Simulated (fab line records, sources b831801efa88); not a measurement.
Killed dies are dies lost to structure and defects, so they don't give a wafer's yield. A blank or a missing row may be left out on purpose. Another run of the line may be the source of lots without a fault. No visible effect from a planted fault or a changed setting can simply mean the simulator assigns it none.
fab line records	flow sky130
[record] lots = 10	wafers = 30	last_day = 50
route steps=708 shown METAL3@535 CAPM@538 VIA3@596 CAP2M@605 PAD_OPEN@708
lots that met no fault: taken from a fault-free run of the same line
start_h: hours from the record's first day to the start of the lot's first wafer shown	wait_h: how many hours have passed since the lot's step before this one	" as in the row above	L1.1+2: a row that stands for several wafers	- no value present, or no start provided	* or withheld: withheld	< > ~ a bound
route shown NAME@n: a module of which the file shows steps, and the number in the route of the first	usual: the fault-free wafers' mean and standard deviation	same: alike in all rows	chamber/n: place in a boat	sites: the reading at each site	_std_site: standard deviation of those values	_edge_site: inner sites' mean taken away from outer sites' mean	radius_mm: for every site, how far away it sits from the centre of the wafer	mask NAME#n: copy n	behind: the tool/chamber that last shaped the wafer	hold: why the lot was held/for how many hours/how that ended	device: names the non-switching transistor (n, p or np)	end of line: at the end of the route, the tests of the same wafers	a step with no rows: only its recipe	killed: dies lost to structure and defects at the first sort, not the wafer's yield	map: shows each die of a wafer: x if killed, . if not, _ if none is there
set.NAME: the setting the step ran with; set.NAME@STEP: the setting that earlier step ran with	model.NAME: the simulator's own value behind a step, which no gauge read
a sample of lots followed through the steps of the route, with each step as a table and each wafer as a row
services: from which hour (start_h, from the record's first day; less than 0 if before it) a tool's chamber was out of use, for how many hours, and why
[[steps]]
[step SKY_METAL3_SPUTTER_03]
[recipe] material = Ti	target_thk_nm = 5	power_w = 3000	time_s = 3.3	chamber_pressure_pa = 0.4
[usual] cathode_dc_power_W = 3000.0/0.56	throttle_valve_pct = 30.1/1.5
lot.wafer	tool	chamber	start_h	wait_h	cathode_dc_power_W	throttle_valve_pct
L291.1	pvd_sputter-02	-	876.90	0.0	3000.5	29.4
L291.4	"	-	"	"	2999.3	27.9
L291.5	"	-	"	"	2999.5	29.5
L293.2	pvd_sputter-03	-	890.39	0.0	2999.5	29.4
L293.3	"	-	"	"	3000.3	32.0
L293.4	"	-	"	"	3000.1	30.6
L295.2	pvd_sputter-02	-	895.20	0.0	2999.7	29.1
L295.5	"	-	"	"	3000.6	29.5
L295.6	"	-	"	"	3000.0	29.8
L298.1	pvd_sputter-02	-	927.15	0.0	3000.1	29.5
L298.4	"	-	"	"	2999.6	27.7
L298.5	"	-	"	"	3000.6	29.7
L299.4	pvd_sputter-02	-	927.84	0.0	3000.0	29.5
L299.5	"	-	"	"	2999.5	29.7
L299.6	"	-	"	"	2999.2	27.8
L302.3	pvd_sputter-03	-	940.56	0.0	2999.8	32.2
L302.5	"	-	"	"	3000.1	32.3
L302.6	"	-	"	"	3000.4	29.3
L305.4	pvd_sputter-02	-	979.45	0.0	2998.7	29.5
L305.5	"	-	"	"	3000.8	29.3
L305.6	"	-	"	"	2999.4	27.9
L310.1	pvd_sputter-03	-	998.06	0.0	2999.7	29.4
L310.4	"	-	"	"	2999.5	30.6
L310.6	"	-	"	"	3000.3	29.5
L309.1	pvd_sputter-02	-	998.63	0.0	3000.6	29.9
L309.2	"	-	"	"	3000.4	29.5
L309.3	"	-	"	"	2999.9	28.0
L311.2	pvd_sputter-02	-	1012.70	0.0	2999.8	27.8
L311.5	"	-	"	"	3000.6	29.4
L311.6	"	-	"	"	3000.7	29.4
[step SKY_CAPM_THK_MEAS_01]
[recipe] reads = SiO2_of_CAPM_CVD_00
[usual] CAPM_CVD_00_THK = 15.56/0.24
lot.wafer	tool	chamber	start_h	wait_h	CAPM_CVD_00_THK[nm]
L291.1	film_metro-02	-	876.99	-	15.39
L291.4	"	-	"	"	15.91
L291.5	"	-	"	"	15.90
L293.2	film_metro-01	-	890.49	-	15.18
L293.3	"	-	"	"	15.56
L293.4	"	-	"	"	15.59
L295.2	film_metro-01	-	895.30	-	15.19
L295.5	"	-	"	"	15.37
L295.6	"	-	"	"	15.75
L298.1	film_metro-01	-	927.24	-	15.48
L298.4	"	-	"	"	15.76
L298.5	"	-	"	"	15.50
L299.4	film_metro-03	-	927.96	-	15.67
L299.5	"	-	"	"	15.63
L299.6	"	-	"	"	15.91
L302.3	film_metro-03	-	940.66	-	15.31
L302.5	"	-	"	"	15.76
L302.6	"	-	"	"	15.58
L305.4	film_metro-02	-	979.57	-	15.74
L305.5	"	-	"	"	15.90
L305.6	"	-	"	"	15.69
L310.1	film_metro-02	-	998.15	-	15.18
L310.4	"	-	"	"	15.07
L310.6	"	-	"	"	15.64
L309.1	film_metro-02	-	998.72	-	15.42
L309.2	"	-	"	"	15.19
L309.3	"	-	"	"	15.47
L311.2	film_metro-02	-	1012.80	-	15.70
L311.5	"	-	"	"	16.13
L311.6	"	-	"	"	15.64
[step SKY_VIA3_THK_MEAS_23]
[recipe] thk_meas_gauge = xrf	reads = W_of_VIA3_CVD_21
[usual] VIA3_W_THK = 393/4.6
lot.wafer	tool	chamber	start_h	wait_h	VIA3_W_THK[nm]
L291.1	film_metro-03	-	956.01	0.1	397
L291.4	"	-	"	"	398
L291.5	"	-	"	"	394
L293.2	film_metro-04	-	969.74	0.1	387
L293.3	"	-	"	"	386
L293.4	"	-	"	"	385
L295.2	film_metro-02	-	972.15	0.1	402
L295.5	"	-	"	"	396
L295.6	"	-	"	"	397
L298.1	film_metro-02	-	1002.93	0.1	393
L298.4	"	-	"	"	395
L298.5	"	-	"	"	401
L299.4	film_metro-03	-	1003.83	0.1	399
L299.5	"	-	"	"	400
L299.6	"	-	"	"	409
L302.3	film_metro-02	-	1014.27	0.1	395
L302.5	"	-	"	"	392
L302.6	"	-	"	"	397
L305.4	film_metro-04	-	1052.73	0.1	391
L305.5	"	-	"	"	394
L305.6	"	-	"	"	388
L310.1	film_metro-04	-	1069.14	0.1	393
L310.4	"	-	"	"	396
L310.6	"	-	"	"	401
L309.1	film_metro-02	-	1069.18	0.1	392
L309.2	"	-	"	"	388
L309.3	"	-	"	"	392
L311.2	film_metro-04	-	1081.36	0.1	390
L311.5	"	-	"	"	392
L311.6	"	-	"	"	389
[step SKY_CAP2M_SPUTTER_02]
[recipe] material = TiN	target_thk_nm = 200	temp_c = 300	power_w = 6500	time_s = 166.7	chamber_pressure_pa = 0.4
[usual] cathode_dc_power_W = 6499.9/1.2	throttle_valve_pct = 30.6/1.4
lot.wafer	tool	chamber	start_h	wait_h	cathode_dc_power_W	throttle_valve_pct
L291.1	pvd_sputter-01	-	956.61	0.1	6499.9	30.3
L291.4	"	-	"	"	6498.3	33.0
L291.5	"	-	"	"	6499.5	32.8
L293.2	pvd_sputter-02	-	970.32	0.0	6499.5	27.7
L293.3	"	-	"	"	6501.8	29.6
L293.4	"	-	"	"	6499.2	29.2
L295.2	pvd_sputter-02	-	972.74	0.0	6501.3	27.8
L295.5	"	-	"	"	6499.3	28.1
L295.6	"	-	"	"	6497.7	29.5
L298.1	pvd_sputter-02	-	1003.53	0.1	7450.3	29.6
L298.4	"	-	"	"	6500.1	29.7
L298.5	"	-	"	"	6500.6	29.4
L299.4	pvd_sputter-02	-	1004.39	0.0	6501.9	29.8
L299.5	"	-	"	"	6498.7	29.5
L299.6	"	-	"	"	7450.8	29.4
L302.3	pvd_sputter-01	-	1014.84	0.0	6500.3	30.1
L302.5	"	-	"	"	6499.3	32.7
L302.6	"	-	"	"	6499.0	30.6
L305.4	pvd_sputter-03	-	1053.31	0.0	6500.7	32.3
L305.5	"	-	"	"	6500.0	29.5
L305.6	"	-	"	"	6499.1	32.2
L310.1	pvd_sputter-01	-	1069.74	0.1	6501.9	30.8
L310.4	"	-	"	"	6501.9	30.3
L310.6	"	-	"	"	6501.6	30.2
L309.1	pvd_sputter-03	-	1069.78	0.1	6497.9	32.3
L309.2	"	-	"	"	6500.7	29.6
L309.3	"	-	"	"	6501.1	30.8
L311.2	pvd_sputter-02	-	1081.94	0.0	6499.2	29.8
L311.5	"	-	"	"	6499.0	29.5
L311.6	"	-	"	"	6502.3	30.0
[step SKY_CAP2M_RS_MEAS_03]
[recipe] thk_meas_gauge = four-point-probe	reads = TiN_of_CAP2M_SPUTTER_02
[usual] CAP2M_TIN_RS = 6.94/0.072
lot.wafer	tool	chamber	start_h	wait_h	CAP2M_TIN_RS[ohm/sq]
L291.1	film_metro-01	-	956.72	0.1	6.86
L291.4	"	-	"	"	6.87
L291.5	"	-	"	"	6.88
L293.2	film_metro-04	-	970.45	0.1	6.92
L293.3	"	-	"	"	7.00
L293.4	"	-	"	"	6.94
L295.2	film_metro-02	-	972.87	0.1	6.99
L295.5	"	-	"	"	7.01
L295.6	"	-	"	"	7.08
L298.1	film_metro-01	-	1003.64	0.1	6.04
L298.4	"	-	"	"	6.82
L298.5	"	-	"	"	6.95
L299.4	film_metro-01	-	1004.56	0.1	6.90
L299.5	"	-	"	"	6.90
L299.6	"	-	"	"	6.05
L302.3	film_metro-02	-	1014.99	0.1	7.01
L302.5	"	-	"	"	6.95
L302.6	"	-	"	"	7.03
L305.4	film_metro-04	-	1053.49	0.1	6.93
L305.5	"	-	"	"	6.88
L305.6	"	-	"	"	6.93
L310.1	film_metro-02	-	1069.84	0.1	6.89
L310.4	"	-	"	"	6.86
L310.6	"	-	"	"	6.77
L309.1	film_metro-01	-	1069.89	0.1	7.10
L309.2	"	-	"	"	6.93
L309.3	"	-	"	"	6.96
L311.2	film_metro-04	-	1082.07	0.1	6.93
L311.5	"	-	"	"	6.98
L311.6	"	-	"	"	6.90
[step SKY_CAP2M_THK_MEAS_04]
[recipe] thk_meas_gauge = xrf	reads = TiN_of_CAP2M_SPUTTER_02
[usual] CAP2M_TIN_THK = 200.8/2.4
lot.wafer	tool	chamber	start_h	wait_h	CAP2M_TIN_THK[nm]
L291.1	film_metro-01	-	956.84	0.1	203.8
L291.4	"	-	"	"	202.5
L291.5	"	-	"	"	202.7
L293.2	film_metro-04	-	970.56	0.1	201.5
L293.3	"	-	"	"	198.7
L293.4	"	-	"	"	200.8
L295.2	film_metro-02	-	972.98	0.1	199.6
L295.5	"	-	"	"	198.6
L295.6	"	-	"	"	197.1
L298.1	film_metro-01	-	1003.76	0.1	230.5
L298.4	"	-	"	"	205.5
L298.5	"	-	"	"	201.3
L299.4	film_metro-01	-	1004.65	0.1	202.1
L299.5	"	-	"	"	202.5
L299.6	"	-	"	"	230.8
L302.3	film_metro-02	-	1015.09	0.1	198.4
L302.5	"	-	"	"	200.5
L302.6	"	-	"	"	198.6
L305.4	film_metro-04	-	1053.58	0.1	200.1
L305.5	"	-	"	"	200.3
L305.6	"	-	"	"	198.7
L310.1	film_metro-02	-	1069.96	0.1	201.0
L310.4	"	-	"	"	202.2
L310.6	"	-	"	"	206.1
L309.1	film_metro-01	-	1070.01	0.1	196.5
L309.2	"	-	"	"	201.0
L309.3	"	-	"	"	199.6
L311.2	film_metro-04	-	1082.18	0.1	201.4
L311.5	"	-	"	"	199.3
L311.6	"	-	"	"	201.9
[step SKY_CAP2M_METAL_ETCH_13]
[recipe] target_depth_nm = 220	stop_on = SiO2	chemistry = Cl2/BCl3	target = TiN	pressure_mtorr = 10	icp_w = 900	bias_w = 48.5	Cl2_flow_sccm = 60	bcl3_flow_sccm = 30	time_s = 62.9
[usual] drypump_motor_current_A = 5.8/0.43	mfc_cl2_sccm = 60.00/0.16	oes_product_au = 0.940/0.0071	throttle_valve_pct = 21.903/0.01
lot.wafer	tool	chamber	start_h	wait_h	drypump_motor_current_A	mfc_cl2_sccm	oes_product_au	rf_hours_counter_h	throttle_valve_pct
L291.1	rie_metal-03	1	980.03	0.0	5.6	60.01	0.946	10	21.904
L291.4	"	1	"	"	5.6	59.93	0.942	-	21.890
L291.5	"	1	"	"	5.7	59.99	0.934	-	21.903
L293.2	rie_metal-01	0	994.02	0.0	5.6	60.23	0.940	16	21.910
L293.3	"	1	"	"	5.7	60.00	0.944	-	21.906
L293.4	"	0	"	"	5.6	60.21	0.936	-	21.883
L295.2	rie_metal-04	0	995.92	0.0	6.4	60.28	0.931	12	21.912
L295.5	"	0	"	"	6.5	59.86	0.937	-	21.896
L295.6	"	1	"	"	5.1	59.87	0.927	-	21.922
L298.1	rie_metal-03	1	1026.77	0.0	5.6	59.98	0.987	12	21.870
L298.4	"	1	"	"	5.6	60.04	0.949	-	21.905
L298.5	"	0	"	"	6.0	59.94	0.935	-	21.906
L299.4	rie_metal-04	0	1028.05	0.1	6.5	59.90	0.948	-	21.912
L299.5	"	0	"	"	6.5	59.95	0.940	-	21.914
L299.6	"	0	"	"	6.5	60.09	1.003	-	21.885
L302.3	rie_metal-04	0	1037.33	0.1	6.4	60.31	0.924	-	21.903
L302.5	"	0	"	"	6.5	60.08	0.932	-	21.912
L302.6	"	0	"	"	6.5	60.10	0.935	-	21.907
L305.4	rie_metal-04	1	1073.80	0.0	5.1	59.74	0.938	-	21.910
L305.5	"	0	"	"	6.4	59.80	0.947	-	21.907
L305.6	"	1	"	"	5.1	60.13	0.939	-	21.899
L310.1	rie_metal-03	1	1089.92	0.0	5.6	60.10	0.942	17	21.919
L310.4	"	1	"	"	5.6	59.96	0.950	-	21.897
L310.6	"	0	"	"	6.0	60.05	0.957	-	21.882
L309.1	rie_metal-01	0	1090.27	0.0	5.6	60.33	0.925	24	21.905
L309.2	"	1	"	"	5.7	59.77	0.940	5	21.918
L309.3	"	1	"	"	5.7	59.80	0.942	-	21.912
L311.2	rie_metal-01	0	1101.68	0.0	5.6	59.69	0.945	24	21.893
L311.5	"	1	"	"	5.7	60.46	0.938	-	21.911
L311.6	"	0	"	"	5.6	59.83	0.950	-	21.883
[step SKY_PAD_OPEN_PROBE_99]
[usual] defect_limited_yield = 82.6/1.8	killed_at_M0_to_M3 = 44/6.5	killed_at_M4_up = 3.3/1.9	killed_at_contacts = 23/4.7	killed_at_front_end = 15/4.5	killed_at_other = 0.2/0.52	killed_dies = 86/8.9	killed_on_rim = 17/3.7	killed_open = 47/6.8	killed_short = 39/6.1
[same] gross_dies = 492	killed_at_back_side = 0
lot.wafer	tool	chamber	start_h	wait_h	defect_limited_yield[%]	killed_at_M0_to_M3	killed_at_M4_up	killed_at_contacts	killed_at_front_end	killed_at_other	killed_dies	killed_on_rim	killed_open	killed_short
L291.1	prober-01	-	1097.16	0.1	81.7	43	4	23	20	0	90	20	40	50
L291.4	prober-01	-	1097.31	0.2	85.4	38	2	16	16	0	72	13	33	39
L291.5	prober-01	-	1097.36	0.2	80.1	49	3	31	15	0	98	13	51	47
L293.2	prober-01	-	1106.96	0.1	81.3	54	3	18	17	0	92	13	51	41
L293.3	prober-01	-	1107.01	0.2	81.7	40	8	26	16	0	90	11	45	45
L293.4	prober-01	-	1107.06	0.2	79.9	49	1	31	18	0	99	15	53	46
L295.2	prober-02	-	1108.11	0.1	83.3	45	5	18	13	1	82	13	41	41
L295.5	prober-02	-	1108.26	0.2	84.3	37	6	22	12	0	77	21	41	36
L295.6	prober-02	-	1108.31	0.2	81.9	50	3	21	15	0	89	19	44	45
L298.1	prober-01	-	1134.80	0.1	0.8	52	4	17	17	398	488	96	49	41
L298.4	prober-01	-	1134.95	0.2	84.8	30	8	24	13	0	75	17	35	40
L298.5	prober-01	-	1135.00	0.2	80.7	46	3	32	14	0	95	19	50	45
L299.4	prober-02	-	1136.46	0.2	85.4	31	3	18	20	0	72	13	39	33
L299.5	prober-02	-	1136.51	0.2	86.4	38	0	19	10	0	67	17	30	37
L299.6	prober-02	-	1136.56	0.2	25.2	40	1	27	13	287	368	93	40	42
L302.3	prober-01	-	1144.42	0.2	82.5	44	5	20	17	0	86	17	48	38
L302.5	prober-01	-	1144.52	0.2	86.0	38	2	13	16	0	69	16	41	28
L302.6	prober-01	-	1144.57	0.2	84.3	37	3	27	10	0	77	13	45	32
L305.4	prober-02	-	1174.82	0.2	82.5	51	3	21	11	0	86	13	46	40
L305.5	prober-02	-	1174.87	0.2	82.5	38	2	29	17	0	86	17	44	42
L305.6	prober-02	-	1174.92	0.2	79.7	51	4	20	25	0	100	14	52	48
L310.1	prober-02	-	1185.71	0.1	83.9	44	1	19	15	0	79	19	40	39
L310.4	prober-02	-	1185.86	0.2	83.1	44	3	25	10	1	83	13	49	34
L310.6	prober-02	-	1185.96	0.2	82.3	49	2	28	8	0	87	16	41	46
L309.1	prober-01	-	1186.41	0.1	83.9	41	0	26	12	0	79	11	39	40
L309.2	prober-01	-	1186.46	0.1	81.7	45	4	26	14	1	90	19	49	41
L309.3	prober-01	-	1186.51	0.2	83.1	46	3	18	16	0	83	15	45	38
L311.2	prober-01	-	1197.51	0.1	82.9	44	4	25	11	0	84	22	48	36
L311.5	prober-01	-	1197.66	0.2	83.9	39	5	25	10	0	79	17	42	37
L311.6	prober-01	-	1197.71	0.2	84.1	38	5	23	10	2	78	12	45	33
// killed by level:class
L291.1 VIA1:geometric_particle:short=10 CONTACT:geometric_particle:open=9 VIA1:geometric_particle:open=7 POLY_GATE:geometric_particle:short=6 METAL2:geometric_particle:short=5 VIA2:geometric_particle:open=5 LI_CONTACT:geometric_particle:short=4 POLY_GATE:geometric_particle:open=4
L291.4 VIA1:geometric_particle:open=10 FIELD_ISO:geometric_particle:short=7 CONTACT:geometric_particle:short=6 CONTACT:geometric_particle:open=6 METAL1:geometric_particle:short=5 VIA3:geometric_particle:short=4 FIELD_ISO:geometric_particle:open=3 VIA1:geometric_particle:short=3
L291.5 CONTACT:geometric_particle:open=14 VIA1:geometric_particle:open=12 LOCAL_INTERCONNECT:geometric_particle:short=9 VIA3:geometric_particle:open=9 VIA1:geometric_particle:short=6 METAL2:geometric_particle:short=5 VIA3:geometric_particle:short=5 FIELD_ISO:geometric_particle:open=4
L293.2 CONTACT:geometric_particle:open=11 VIA1:geometric_particle:open=10 VIA2:geometric_particle:open=9 VIA3:geometric_particle:open=8 METAL2:geometric_particle:short=8 FIELD_ISO:geometric_particle:open=6 METAL1:geometric_particle:short=6 VIA1:geometric_particle:short=6
L293.3 VIA1:geometric_particle:open=10 CONTACT:geometric_particle:short=9 LI_CONTACT:geometric_particle:open=8 VIA1:geometric_particle:short=6 VIA2:geometric_particle:open=5 METAL4:geometric_particle:open=5 FIELD_ISO:geometric_particle:open=4 FIELD_ISO:geometric_particle:short=4
L293.4 VIA1:geometric_particle:open=13 CONTACT:geometric_particle:open=12 METAL2:geometric_particle:short=12 LI_CONTACT:geometric_particle:open=8 VIA3:geometric_particle:short=6 FIELD_ISO:geometric_particle:open=5 FIELD_ISO:geometric_particle:short=4 VIA3:geometric_particle:open=4
L295.2 VIA2:geometric_particle:open=13 CONTACT:geometric_particle:open=9 METAL1:geometric_particle:short=7 METAL2:geometric_particle:short=7 VIA1:geometric_particle:open=5 POLY_GATE:geometric_particle:short=4 LOCAL_INTERCONNECT:geometric_particle:short=4 VIA3:geometric_particle:open=4
L295.5 CONTACT:geometric_particle:open=9 VIA1:geometric_particle:open=9 LI_CONTACT:geometric_particle:open=5 METAL2:geometric_particle:short=5 VIA3:geometric_particle:open=5 METAL4:geometric_particle:short=5 FIELD_ISO:geometric_particle:open=4 LI_CONTACT:geometric_particle:short=4
L295.6 VIA1:geometric_particle:open=12 CONTACT:geometric_particle:open=7 VIA2:geometric_particle:short=7 VIA2:geometric_particle:open=7 METAL1:geometric_particle:short=6 POLY_GATE:geometric_particle:short=5 LI_CONTACT:geometric_particle:open=5 CONTACT:geometric_particle:short=5
L298.1 CAP2M:area_etch=398 VIA2:geometric_particle:open=11 VIA1:geometric_particle:open=9 LI_CONTACT:geometric_particle:open=8 METAL2:geometric_particle:short=7 METAL3:geometric_particle:short=6 CONTACT:geometric_particle:open=5 FIELD_ISO:geometric_particle:short=4
L298.4 VIA1:geometric_particle:open=10 CONTACT:geometric_particle:open=8 LOCAL_INTERCONNECT:geometric_particle:short=7 METAL4:geometric_particle:short=7 VIA2:geometric_particle:short=4 LI_CONTACT:geometric_particle:open=3 CONTACT:geometric_particle:short=3 VIA2:geometric_particle:open=3
L298.5 VIA1:geometric_particle:open=12 CONTACT:geometric_particle:open=10 CONTACT:geometric_particle:short=9 LOCAL_INTERCONNECT:geometric_particle:short=8 VIA1:geometric_particle:short=7 VIA2:geometric_particle:open=7 VIA3:geometric_particle:open=6 POLY_GATE:geometric_particle:short=5
L299.4 VIA2:geometric_particle:open=8 VIA1:geometric_particle:open=7 POLY_GATE:geometric_particle:open=6 CONTACT:geometric_particle:open=6 LI_CONTACT:geometric_particle:open=6 POLY_GATE:geometric_particle:short=4 METAL2:geometric_particle:short=4 VIA1:geometric_particle:short=4
L299.5 VIA1:geometric_particle:open=8 VIA3:geometric_particle:open=6 LOCAL_INTERCONNECT:geometric_particle:short=5 CONTACT:geometric_particle:open=5 METAL1:geometric_particle:short=5 FIELD_ISO:geometric_particle:short=4 LI_CONTACT:geometric_particle:open=4 CONTACT:geometric_particle:short=4
L299.6 CAP2M:area_etch=286 CONTACT:geometric_particle:open=8 LI_CONTACT:geometric_particle:open=7 CONTACT:geometric_particle:short=6 VIA2:geometric_particle:short=6 FIELD_ISO:geometric_particle:open=5 VIA1:geometric_particle:open=5 METAL1:geometric_particle:short=5
L302.3 VIA3:geometric_particle:open=9 VIA2:geometric_particle:open=9 VIA1:geometric_particle:open=8 FIELD_ISO:geometric_particle:short=6 CONTACT:geometric_particle:open=6 METAL1:geometric_particle:short=6 LOCAL_INTERCONNECT:geometric_particle:short=4 LI_CONTACT:geometric_particle:short=4
L302.5 VIA1:geometric_particle:open=10 VIA2:geometric_particle:open=6 FIELD_ISO:geometric_particle:short=5 LI_CONTACT:geometric_particle:open=4 CONTACT:geometric_particle:open=4 METAL1:geometric_particle:open=4 VIA2:geometric_particle:short=4 FIELD_ISO:geometric_particle:open=3
L302.6 VIA2:geometric_particle:open=8 LI_CONTACT:geometric_particle:open=8 CONTACT:geometric_particle:open=8 CONTACT:geometric_particle:short=6 VIA1:geometric_particle:open=5 FIELD_ISO:geometric_particle:open=4 VIA3:geometric_particle:open=4 METAL2:geometric_particle:short=4
L305.4 VIA1:geometric_particle:open=14 VIA3:geometric_particle:open=8 METAL2:geometric_particle:short=8 LOCAL_INTERCONNECT:geometric_particle:short=6 CONTACT:geometric_particle:open=6 CONTACT:geometric_particle:short=4 METAL1:geometric_particle:short=4 VIA1:geometric_particle:short=4
L305.5 CONTACT:geometric_particle:open=12 VIA1:geometric_particle:open=11 VIA1:geometric_particle:short=7 LI_CONTACT:geometric_particle:open=6 LOCAL_INTERCONNECT:geometric_particle:short=5 FIELD_ISO:geometric_particle:short=4 FIELD_ISO:geometric_particle:open=4 POLY_GATE:geometric_particle:short=4
L305.6 VIA1:geometric_particle:open=16 FIELD_ISO:geometric_particle:short=8 METAL1:geometric_particle:short=6 LI_CONTACT:geometric_particle:open=6 CONTACT:geometric_particle:short=6 VIA2:geometric_particle:open=6 POLY_GATE:geometric_particle:short=5 METAL2:geometric_particle:short=5
L310.1 VIA1:geometric_particle:open=8 CONTACT:geometric_particle:open=8 METAL1:geometric_particle:short=8 FIELD_ISO:geometric_particle:open=6 METAL2:geometric_particle:short=6 VIA3:geometric_particle:open=6 VIA1:geometric_particle:short=5 FIELD_ISO:geometric_particle:short=4
L310.4 VIA1:geometric_particle:open=10 VIA2:geometric_particle:open=9 CONTACT:geometric_particle:open=7 LOCAL_INTERCONNECT:geometric_particle:short=6 VIA3:geometric_particle:open=6 LI_CONTACT:geometric_particle:open=5 POLY_GATE:geometric_particle:open=4 METAL1:geometric_particle:short=4
L310.6 VIA1:geometric_particle:open=14 VIA2:geometric_particle:open=9 LOCAL_INTERCONNECT:geometric_particle:short=8 CONTACT:geometric_particle:short=8 METAL2:geometric_particle:short=6 METAL1:geometric_particle:short=6 LI_CONTACT:geometric_particle:open=5 VIA1:geometric_particle:short=5
L309.1 CONTACT:geometric_particle:open=10 VIA3:geometric_particle:open=9 VIA1:geometric_particle:open=7 METAL2:geometric_particle:short=6 FIELD_ISO:geometric_particle:short=5 LI_CONTACT:geometric_particle:open=5 LI_CONTACT:geometric_particle:short=5 VIA2:geometric_particle:open=5
L309.2 VIA1:geometric_particle:open=14 CONTACT:geometric_particle:open=10 POLY_GATE:geometric_particle:short=7 LI_CONTACT:geometric_particle:open=7 VIA2:geometric_particle:open=6 METAL2:geometric_particle:short=5 VIA3:geometric_particle:open=5 VIA2:geometric_particle:short=4
L309.3 VIA1:geometric_particle:open=9 VIA3:geometric_particle:open=9 METAL1:geometric_particle:short=7 FIELD_ISO:geometric_particle:open=5 CONTACT:geometric_particle:open=5 VIA2:geometric_particle:open=5 POLY_GATE:geometric_particle:short=4 CONTACT:geometric_particle:short=4
L311.2 VIA1:geometric_particle:open=10 VIA3:geometric_particle:open=7 LI_CONTACT:geometric_particle:open=6 LOCAL_INTERCONNECT:geometric_particle:short=6 CONTACT:geometric_particle:open=6 VIA2:geometric_particle:open=6 POLY_GATE:geometric_particle:open=5 METAL2:geometric_particle:short=5
L311.5 VIA1:geometric_particle:open=9 LI_CONTACT:geometric_particle:open=7 VIA2:geometric_particle:open=7 CONTACT:geometric_particle:open=6 CONTACT:geometric_particle:short=6 VIA1:geometric_particle:short=6 METAL2:geometric_particle:short=4 LI_CONTACT:geometric_particle:short=3
L311.6 CONTACT:geometric_particle:open=10 VIA3:geometric_particle:open=7 VIA1:geometric_particle:open=6 VIA1:geometric_particle:short=6 LI_CONTACT:geometric_particle:open=4 LOCAL_INTERCONNECT:geometric_particle:short=4 POLY_GATE:geometric_particle:open=3 CONTACT:geometric_particle:short=3
[[services]]
tool	chamber	start_h	hours	kind
pvd_sputter-03	0	862.66	-	consumable_replace:kit
pvd_sputter-03	0	862.66	18.0	scheduled_down
pvd_sputter-03	0	862.66	18.0	vent_cycle
pvd_sputter-01	-	874.42	11.0	repair
pvd_sputter-02	-	876.05	0.7	repair
rie_metal-01	1	923.62	8.6	repair
pvd_sputter-01	3	931.40	-	consumable_replace:kit
pvd_sputter-01	3	931.40	18.0	scheduled_down
pvd_sputter-03	3	983.61	-	consumable_replace:kit
pvd_sputter-03	3	983.61	18.0	scheduled_down
pvd_sputter-03	3	983.61	18.0	vent_cycle
pvd_sputter-02	2	984.40	-	consumable_replace:kit
pvd_sputter-02	2	984.40	18.0	scheduled_down
pvd_sputter-02	2	984.40	18.0	vent_cycle
rie_metal-04	1	1002.82	45.7	repair
rie_metal-04	-	1044.53	14.6	pm
rie_metal-01	1	1048.37	3.6	repair
rie_metal-03	-	1052.25	0.3	repair
pvd_sputter-01	-	1080.86	4.2	repair
pvd_sputter-03	-	1081.23	49.6	repair
rie_metal-03	-	1086.03	0.8	repair
pvd_sputter-02	1	1100.34	-	consumable_replace:kit
pvd_sputter-02	1	1100.34	18.0	scheduled_down
pvd_sputter-02	1	1100.34	18.0	vent_cycle
[[key]]
[first_sign] step = SKY_CAP2M_SPUTTER_02	reading = cathode_dc_power_W	direction = up	sigmas = 99+	usual = 6499.9	struck = 7450.6
[effect] step = SKY_CAP2M_RS_MEAS_03	reading = CAP2M_TIN_RS	direction = down	sigmas = 12	usual = 6.94	struck = 6.04
[effect] step = SKY_CAP2M_THK_MEAS_04	reading = CAP2M_TIN_THK	direction = up	sigmas = 12	usual = 200.8	struck = 230.6
[effect] step = SKY_CAP2M_METAL_ETCH_13	reading = oes_product_au	direction = up	sigmas = 7.7	usual = 0.940	struck = 0.995
[effect] step = SKY_PAD_OPEN_PROBE_99	reading = killed_at_other	direction = up	sigmas = 99+	usual = 0.2	struck = 342.5
[more_kills_born_at] SKY_CAP2M_METAL_ETCH_13@rie_metal-03 = 398	SKY_CAP2M_METAL_ETCH_13@rie_metal-04 = 286
met_at SKY_CAP2M_SPUTTER_02
struck_lots L298,L299
struck_wafers L298.1,L299.6
later_rows_left_out L298.1,L299.6
not_acting_at SKY_METAL3_SPUTTER_03,SKY_CAPM_THK_MEAS_01,SKY_VIA3_THK_MEAS_23
onset_between 970.32 1003.53
[fault] kind = process_parameter_drift	tool = pvd_sputter-02	chamber = -	onset_h = 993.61	steps = SKY_CAP2M_SPUTTER_02	channel = power_w	offset = *	shape = step	end_h = 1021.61	acts_in = *	stated = *	scope = struck_wafers_only
// later_rows_left_out: the simulator's readings of these wafers behind a module that went badly wrong aren't trusted and aren't shown, but for the sort
